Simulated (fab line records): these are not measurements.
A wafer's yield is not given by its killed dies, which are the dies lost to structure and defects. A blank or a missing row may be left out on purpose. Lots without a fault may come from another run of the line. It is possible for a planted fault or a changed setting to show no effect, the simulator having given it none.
Which tool did it? -- flow sky130 -- Sampling: 15 lots, 45 wafers, 7 of 708 route steps

## WHAT EACH GAUGE READ, for each wafer
SKY_POLY_CUT_CD_MEAS_08: the cd target is 270 nm. Usual: cd nm at 270.0 nm, with a standard deviation of 1.
lot,measured,on,cd nm (nm),flag
L121,day 24 04:47,cd sem-01,268.2 270.0 268.3,
L123,day 25 04:56,cd sem-02,270.1 269.3 268.6,
L126,day 25 22:12,cd sem-01,270.1 269.6 270.4,
L125,day 25 22:33,cd sem-01,269.4 272.1 270.1,
L124,day 25 23:35,cd sem-01,271.2 269.5 268.9,
L127,day 26 04:08,cd sem-02,270.4 269.6 270.0,
L129,day 27 01:39,cd sem-01,269.6 270.4 270.2,
L134,day 28 18:12,cd sem-01,269.0 270.0 269.3,
L136,day 29 06:14,cd sem-02,268.7 269.3 270.0,
L137,day 29 21:35,cd sem-01,272.5 272.1 271.3,
L139,day 30 10:30,cd sem-01,271.4 272.0 271.5,
L140,day 30 21:24,cd sem-01,271.6 271.8 271.2,
L141,day 30 22:27,cd sem-01,269.1 270.2 268.5,
L142,day 31 00:42,cd sem-01,270.3 271.0 270.4,
L144,day 31 18:08,cd sem-01,270.8 269.8 270.3,

SKY_RES_XHIGH_TW_MEAS_09. Usual: for RES_XHIGH_TW the level is 1649 and the standard deviation is 13.
lot,measured,on,RES_XHIGH_TW,flag
L121,day 26 15:11,film metro-04,1634 1635 1642,
L123,day 27 15:13,film metro-03,1656 1666 1663,
L126,day 28 07:29,film metro-04,1624 1636 1628,
L125,day 28 08:24,film metro-04,1623 1624 1624,
L124,day 28 09:17,film metro-04,1628 1634 1630,
L127,day 28 13:55,film metro-03,1657 1650 1655,
L129,day 29 10:48,film metro-03,1651 1657 1651,
L134,day 31 02:03,film metro-03,1666 1666 1658,
L136,day 31 14:09,film metro-03,1655 1660 1663,
L137,day 32 05:24,film metro-02,1639 1654 1643,
L139,day 32 17:58,film metro-03,1654 1652 1661,
L140,day 33 04:25,film metro-03,1660 1665 1666,
L141,day 33 05:27,film metro-02,1651 1655 1657,
L142,day 33 07:17,film metro-02,1646 1652 1650,
L144,day 33 23:20,film metro-03,1663 1666 1661,

SKY_SD_N_TW_MEAS_12. Usual: for SD_N_TW the level is 3994 and the standard deviation is 30.
lot,measured,on,SD_N_TW,flag
L121,day 27 20:26,film metro-04,3978 4022 3996,
L123,day 28 19:51,film metro-02,4000 4018 4017,
L126,day 29 11:20,film metro-04,3951 3954 3986,
L125,day 29 12:14,film metro-03,1393 1400 1401,OFF
L124,day 29 13:26,film metro-03,1399 1403 1402,OFF
L127,day 29 17:18,film metro-03,1401 1401 1395,OFF
L129,day 30 15:20,film metro-04,3972 3956 3969,
L134,day 32 05:45,film metro-03,3987 3999 3995,
L136,day 32 17:26,film metro-03,4039 4049 4026,
L137,day 33 08:06,film metro-04,4000 4003 3977,
L139,day 33 21:47,film metro-02,3988 3972 3992,
L140,day 34 07:24,film metro-04,3975 3947 3969,
L141,day 34 08:23,film metro-03,4066 4051 4054,
L142,day 34 09:23,film metro-02,3985 3987 3995,
L144,day 35 01:32,film metro-04,3972 3988 3962,

SKY_SD_N_RS_MEAS_16: measures by four-point-probe. Usual: for SD_N_RS the level is 68.51 ohm/sq and the standard deviation is 0.16.
lot,measured,on,SD_N_RS (ohm/sq),flag
L121,day 27 20:43,film metro-04,68.61 68.62 68.59,
L123,day 28 20:10,film metro-04,68.68 68.68 68.76,
L126,day 29 11:37,film metro-03,68.38 68.58 68.36,
L125,day 29 12:31,film metro-04,439.83 439.54 439.94,OFF
L124,day 29 13:43,film metro-04,442.08 440.54 440.91,OFF
L127,day 29 17:45,film metro-02,438.65 437.43 437.00,OFF
L129,day 30 15:37,film metro-04,68.83 68.79 68.67,
L134,day 32 06:03,film metro-04,68.55 68.44 68.47,
L136,day 32 17:47,film metro-02,68.49 68.39 68.61,
L137,day 33 08:25,film metro-02,68.38 68.23 68.44,
L139,day 33 22:05,film metro-03,68.77 68.52 68.49,
L140,day 34 07:45,film metro-02,68.43 68.48 68.38,
L141,day 34 08:44,film metro-02,68.44 68.35 68.48,
L142,day 34 09:41,film metro-02,68.62 68.48 68.54,
L144,day 35 01:49,film metro-02,68.54 68.59 68.45,

## WHICH TOOL RAN EACH LOT (tool, then ch and the chambers of the sampled wafers, then the start)
lot,SKY_POLY_CUT_ETCH_10,SKY_SD_N_IMPLANT_09,SKY_SD_N_STRIP_11
L121,"rie diel-03 ch 1,2, day 24 04:56","implanter-04 ch 0, day 27 20:02","plasma asher-01 ch 0,1, day 27 20:20"
L123,"rie diel-04 ch 0,3, day 25 05:02","implanter-01 ch 0, day 28 19:29","plasma asher-04 ch 0,1, day 28 19:46"
L126,"rie diel-02 ch 2,3, day 25 22:22","implanter-01 ch 0, day 29 10:56","plasma asher-04 ch 0,1, day 29 11:14"
L125,"rie diel-03 ch 1,3, day 25 22:43","implanter-04, day 29 11:50","plasma asher-01 ch 0,1, day 29 12:08"
L124,"rie diel-02 ch 1,2,3, day 25 23:44","implanter-01, day 29 13:02","plasma asher-02 ch 0,1, day 29 13:20"
L127,"rie diel-04 ch 0,2, day 26 04:14","implanter-04, day 29 16:56","plasma asher-01 ch 0,1, day 29 17:13"
L129,"rie diel-03 ch 1,2,3, day 27 01:49","implanter-04 ch 0, day 30 14:56","plasma asher-04 ch 0,1, day 30 15:14"
L134,"rie diel-04 ch 0,1,3, day 28 18:20","implanter-01 ch 0, day 32 05:22","plasma asher-02 ch 0,1, day 32 05:38"
L136,"rie diel-04 ch 0,2,3, day 29 06:23","implanter-03 ch 0, day 32 17:02","plasma asher-04 ch 0,1, day 32 17:20"
L137,"rie diel-04 ch 1,2,3, day 29 21:43","implanter-03 ch 0, day 33 07:44","plasma asher-02 ch 0,1, day 33 08:01"
L139,"rie diel-02 ch 2,3, day 30 10:38","implanter-01 ch 0, day 33 21:24","plasma asher-04 ch 0,1, day 33 21:41"
L140,"rie diel-04 ch 1,2, day 30 21:32","implanter-03 ch 0, day 34 07:01","plasma asher-04 ch 0, day 34 07:17"
L141,"rie diel-03 ch 0,2,3, day 30 22:35","implanter-01 ch 0, day 34 08:01","plasma asher-02 ch 0,1, day 34 08:17"
L142,"rie diel-02 ch 0,2,3, day 31 00:52","implanter-03 ch 0, day 34 08:59","plasma asher-04 ch 0,1, day 34 09:17"
L144,"rie diel-02 ch 0,2,3, day 31 18:17","implanter-03 ch 0, day 35 01:08","plasma asher-01 ch 0,1, day 35 01:26"
- SKY_POLY_CUT_ETCH_10: etches BARC in N2/H2, stops on SiO2, time 45.9 s, target depth 60 nm.
- SKY_SD_N_IMPLANT_09
- SKY_SD_N_STRIP_11: strips in O2/N2.

## AS READ BY THE TOOLS THEMSELVES (means over the sampled wafers that have a number; for cases with no such wafer, the mark the record gives instead)
SKY_POLY_CUT_ETCH_10. Usual: drypump motor current A 5.8 A, standard deviation 0.55; oes product au 0.855 a.u., standard deviation 0.0049; throttle valve pct 13.225 %, standard deviation 0.0096.
lot,tool,drypump motor current A (A),oes product au (a.u.),throttle valve pct (%),flag
L121,rie diel-03,6.3,0.856,13.232,
L123,rie diel-04,5.4,0.858,13.226,
L126,rie diel-02,5.3,0.855,13.228,
L125,rie diel-03,6.1,0.854,13.238,
L124,rie diel-02,5.4,0.857,13.227,
L127,rie diel-04,5.9,0.850,13.227,
L129,rie diel-03,6.2,0.854,13.225,
L134,rie diel-04,5.6,0.849,13.221,
L136,rie diel-04,5.6,0.860,13.216,
L137,rie diel-04,5.8,0.851,13.226,
L139,rie diel-02,5.5,0.851,13.234,
L140,rie diel-04,6.3,0.854,13.229,
L141,rie diel-03,5.9,0.856,13.227,
L142,rie diel-02,5.7,0.854,13.222,
L144,rie diel-02,5.7,0.853,13.231,

SKY_SD_N_IMPLANT_09. Usual: beam energy keV 50.002, standard deviation 0.015; beam on s 19 s, standard deviation 3.1.
lot,tool,beam energy keV,beam on s (s),flag
L121,implanter-04,49.985,19,
L123,implanter-01,50.006,15,
L126,implanter-01,50.006,15,
L125,implanter-04,-,-,OFF
L124,implanter-01,-,-,OFF
L127,implanter-04,-,-,OFF
L129,implanter-04,50.006,19,
L134,implanter-01,50.005,16,
L136,implanter-03,49.990,22,
L137,implanter-03,49.985,23,
L139,implanter-01,49.978,15,
L140,implanter-03,50.000,23,
L141,implanter-01,50.005,15,
L142,implanter-03,49.978,23,
L144,implanter-03,50.000,23,

SKY_SD_N_STRIP_11. Usual: drypump motor current A 5.2 A, standard deviation 0.37; oes product au 0.527 a.u., standard deviation 0.005; strip time to endpoint s 22.55 s, standard deviation 0.042.
lot,tool,drypump motor current A (A),oes product au (a.u.),strip time to endpoint s (s),flag
L121,plasma asher-01,5.8,0.529,22.56,
L123,plasma asher-04,5.4,0.526,22.60,
L126,plasma asher-04,5.4,0.531,22.54,
L125,plasma asher-01,5.7,0.717,14.24,OFF
L124,plasma asher-02,4.8,0.710,14.18,OFF
L127,plasma asher-01,5.8,0.714,14.22,OFF
L129,plasma asher-04,5.3,0.527,22.55,
L134,plasma asher-02,4.9,0.536,22.58,
L136,plasma asher-04,5.3,0.529,22.55,
L137,plasma asher-02,4.8,0.525,22.54,
L139,plasma asher-04,5.3,0.527,22.54,
L140,plasma asher-04,5.4,0.529,22.47,
L141,plasma asher-02,4.9,0.527,22.57,
L142,plasma asher-04,5.4,0.527,22.49,
L144,plasma asher-01,5.8,0.528,22.54,

## THE ANSWER, worked out from the rows above alone
Rule: take the mean of a lot's wafers that have a number; if it is more than 3 standard deviations from the usual mean, the lot is off. Also off: a lot with no number at a reading for which 4 or more lots have one. Where the step has rows for the other lots, those lots are counted as sound. After the gauges, taken in route order, come the tools' own readings; for these a lot's mean is taken, as printed above. At the first step where some lot is off, the reading lying furthest off is the one used; lots without a number count as furthest.
Off: L125, L124, L127, seen at SKY_SD_N_TW_MEAS_12 (SD_N_TW).
If a tool, at a process step before that reading, ran all the lots that are off and no sound lot after the first of them, it fits. Not tried: the gauges at SKY_SD_N_TW_MEAS_12; whatever is off there is also off at SKY_SD_N_RS_MEAS_16, on other tools, and gauge error can't account for it. None of those tried fits.

## WHAT HAD BEEN PUT IN BY THE SIMULATOR
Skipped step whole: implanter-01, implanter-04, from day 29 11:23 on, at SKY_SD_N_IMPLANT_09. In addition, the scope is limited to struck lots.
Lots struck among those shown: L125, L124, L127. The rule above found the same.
